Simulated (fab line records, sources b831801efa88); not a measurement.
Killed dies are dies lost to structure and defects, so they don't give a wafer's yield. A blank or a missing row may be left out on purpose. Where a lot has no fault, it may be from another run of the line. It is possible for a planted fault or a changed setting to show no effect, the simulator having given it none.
A struck lot beside a sound one | flow sfq_line | 42 out of 325 route steps
Sound: these wafers, L606.1, L606.4, L606.5. Struck: wafer L617.1 (L617.4, L617.5, from the same lot, were not struck and are left out); the cause is given at the end.
For every step that has rows: the tool of each side, followed by ch and its chambers, followed by its first start. Under that, the readings that differ: sound wafers | struck wafers | difference of the means | sigmas: that difference in standard deviations of wafers without a fault.
alike: readings with means less than 2 such deviations apart, plus words and numbers identical on both sides. not compared: withheld readings, readings lacking a value on some wafer, bounds such as >300 that could conceal the same value, and numbers that have no deviation in the record and whose values overlap.
A row with sigmas, a row that says differs or no value, or rows on one side alone: a step with any of these is where the two part. Numbers that don't overlap but have no deviation are shown without sigmas and don't part them. A reading missing from all wafers of one side parts the sides only when that side holds two or more wafers.

first, 3 steps without rows for these wafers: SFQ_TRILAYER_I4_VIA_STRIP_STRIP_107 (strips in O2); SFQ_TRILAYER_I4_VIA_STRIP_SOLV_CLEAN_108 (cleans in NMP, time 600 s); SFQ_TRILAYER_JJ_TRILAYER_DEP_PRE_CLEAN_113 (time 22.5 s).
SFQ_TRILAYER_JJ_TRILAYER_DEP_SPUTTER_109: material Nb, target thk 150 nm, time 100 s.
  struck on pvd_sputter-03, day 44 23:15; sound on pvd_sputter-06, day 40 12:19
  reading                | sound          | struck | difference | sigmas
  throttle_valve_pct (%) | 29.7 27.9 29.4 | 30.7   | +1.7       | +3
then, 3 steps without rows for these wafers: SFQ_TRILAYER_JJ_TRILAYER_DEP_SPUTTER_110 (material Al, target thk 8 nm, time 10 s); SFQ_TRILAYER_JJ_TRILAYER_DEP_AL_OXIDATION_111 (oxidation time 600 s); SFQ_TRILAYER_JJ_TRILAYER_DEP_SPUTTER_112 (material Nb, target thk 170 nm, time 113.3 s).
SFQ_JJ_RS_MEAS_929: measures by four-point-probe.
  struck on film_metro-03, day 45 00:26; sound on film_metro-03, day 40 13:29
  alike: JJ_NB_RS
then, 3 steps without rows for these wafers: SFQ_TRILAYER_JJ_CE_LITHO_COAT_119 (resist thk 62 nm); SFQ_TRILAYER_JJ_CE_LITHO_COAT_114 (resist thk 600 nm); SFQ_TRILAYER_JJ_CE_LITHO_SOFTBAKE_118.
-- the record jumps here: 3 days lie between the struck wafers' starts before and after --
SFQ_TRILAYER_JJ_CE_LITHO_EXPOSE_115: exposes mask J5, target cd 700 nm.
  sound on krf_scanner-01 ch 0, day 43 12:19; struck on krf_scanner-01 ch 0, day 47 21:16
  alike: mask
then, 2 steps without rows for these wafers: SFQ_TRILAYER_JJ_CE_LITHO_PEB_117 (peb time 60 s); SFQ_TRILAYER_JJ_CE_LITHO_DEVELOP_116 (time 60 s).
SFQ_JJ_OVL_MEAS_931:
  struck on overlay-01, day 47 22:46; sound on overlay-02, day 43 13:49
  alike: J5_OVL
SFQ_TRILAYER_JJ_CE_METRO_MEASURE_117:
  struck on cd_sem-02, day 47 22:48; sound on cd_sem-01, day 43 13:52
  reading    | sound             | struck | difference | sigmas
  cd_nm (nm) | 699.0 698.4 698.3 | 693.7  | -4.9       | -5
SFQ_TRILAYER_JJ_CE_BARC_OPEN_RIE_150: chemistry O2, target BARC, target depth 240 nm, time 80 s.
  sound on rie_metal-04 ch 1, day 43 15:04; struck on rie_metal-03 ch 1, day 48 00:00
  reading                     | sound             | struck | difference | sigmas
  drypump_motor_current_A (A) | 6.08 6.08 6.10    | 6.63   | +0.54      | +2
  model.JJ.cd_nm (nm)         | 698.4 698.3 698.7 | 693.4  | -5.1       |
  alike: oes_product_au
  not compared: rf_hours_counter_h
SFQ_TRILAYER_JJ_CE_ETCH_RIE_118: chemistry SF6, target Nb, stops on Al2O3, time 97.7 s, target depth 170 nm.
  sound on rie_metal-04 ch 1, day 43 15:14; struck on rie_metal-03 ch 1, day 48 00:05
  reading                     | sound             | struck | difference | sigmas
  drypump_motor_current_A (A) | 6.09 6.05 6.05    | 6.57   | +0.51      | +2
  oes_product_au (a.u.)       | 0.958 0.963 0.974 | 0.989  | +0.024     | +2
  model.JJ.cd_nm (nm)         | 698.1 696.6 697.6 | 692.4  | -5.0       |
  not compared: rf_hours_counter_h
then, 9 steps without rows for these wafers: SFQ_TRILAYER_JJ_ANODIZE_ANODIZE_119; SFQ_TRILAYER_JJ_CE_STRIP_STRIP_120 (strips in O2); SFQ_TRILAYER_JJ_CE_STRIP_SOLV_CLEAN_121 (cleans in NMP, time 600 s); SFQ_TRILAYER_M5_LITHO_COAT_128 (resist thk 62 nm); SFQ_TRILAYER_M5_LITHO_COAT_123 (resist thk 600 nm); SFQ_TRILAYER_M5_LITHO_SOFTBAKE_127; SFQ_TRILAYER_M5_LITHO_EXPOSE_124 (exposes mask M5, target cd 700 nm); SFQ_TRILAYER_M5_LITHO_PEB_126 (peb time 60 s); SFQ_TRILAYER_M5_LITHO_DEVELOP_125 (time 60 s).
-- the record jumps here: 2 days lie between the struck wafers' starts before and after --
SFQ_M5_OVL_MEAS_932:
  struck on overlay-01, day 50 05:04; sound on overlay-02, day 45 12:15
  alike: M5_OVL
then, 1 step without rows for these wafers: SFQ_TRILAYER_M5_BARC_OPEN_METAL_ETCH_161 (etches BARC in O2, target depth 125 nm, time 41.7 s).
SFQ_TRILAYER_M5_ETCH_METAL_ETCH_126: etches Nb in Cl2/BCl3, stops on SiO2, time 203.2 s, target depth 265 nm.
  sound on rie_metal-02 ch 0, day 45 12:21; struck on rie_metal-03 ch 0, day 50 05:10
  alike: drypump_motor_current_A, oes_product_au
  not compared: rf_hours_counter_h
then, 2 steps without rows for these wafers: SFQ_TRILAYER_M5_STRIP_STRIP_127 (strips in O2); SFQ_TRILAYER_M5_STRIP_SOLV_CLEAN_128 (cleans in NMP, time 600 s).
SFQ_TRILAYER_A5B_DEP_PECVD_129: deposits SiO2 from SiH4/N2O, time 133.33 s, target thk 600 nm.
  sound on pecvd-04 ch 1,2, day 45 13:19; struck on pecvd-04 ch 1, day 50 06:20
  alike: heater_power_w, showerhead_vpp_V, throttle_valve_pct
then, 1 step without rows for these wafers: SFQ_TRILAYER_A5B_CMP_CMP_130 (polishes, stops on Nb, target thk 340.7 nm).
-- the record jumps here: 3 days lie between the struck wafers' starts before and after --
SFQ_TRILAYER_A5B_METRO_MEASURE_131:
  struck on film_metro-01, day 52 22:23; sound on film_metro-01, day 48 11:31
  alike: thk_nm
then, 2 steps without rows for these wafers: SFQ_TRILAYER_R5_DEP_SPUTTER_132 (material Ti, target thk 5 nm, time 5 s); SFQ_TRILAYER_R5_DEP_SPUTTER_133 (material MoNx, target thk 40 nm, time 66.7 s).
SFQ_TRILAYER_R5_DEP_SPUTTER_134: material Ti, target thk 5 nm, time 5 s.
  struck on pvd_sputter-03, day 52 23:40; sound on pvd_sputter-03, day 48 12:47
  alike: throttle_valve_pct
SFQ_R5_RS_MEAS_933: measures by four-point-probe.
  struck on film_metro-03, day 52 23:41; sound on film_metro-02, day 48 12:48
  reading             | sound          | struck | difference | sigmas
  R5_MONX_RS (ohm/sq) | 6.95 6.82 6.82 | 7.19   | +0.33      | +3
SFQ_R5_THK_MEAS_934: measures by xrf.
  struck on film_metro-03, day 52 23:48; sound on film_metro-02, day 48 12:55
  reading          | sound          | struck | difference | sigmas
  R5_MONX_THK (nm) | 39.4 40.5 40.4 | 38.5   | -1.6       | -2
then, 1 step without rows for these wafers: SFQ_TRILAYER_R5_LITHO_COAT_141 (resist thk 62 nm).
-- the record jumps here: 22 days lie between the struck wafers' starts before and after --
SFQ_M8_BOW_MEAS_951:
  struck on film_metro-04, day 74 12:04; sound on film_metro-03, day 68 10:30
  reading                | sound               | struck | difference | sigmas
  M8_BOW (um)            | 17 16 10            | -20    | -34        | -3
  model.etest.jj.g_times | 0.9973 0.993 0.9959 | 0.9811 | -0.0143    |

== WHERE THEY PART ==
Last at SFQ_M8_BOW_MEAS_951 as far as this record goes, first at SFQ_TRILAYER_JJ_TRILAYER_DEP_SPUTTER_109.

WHY: what had been put in by the simulator
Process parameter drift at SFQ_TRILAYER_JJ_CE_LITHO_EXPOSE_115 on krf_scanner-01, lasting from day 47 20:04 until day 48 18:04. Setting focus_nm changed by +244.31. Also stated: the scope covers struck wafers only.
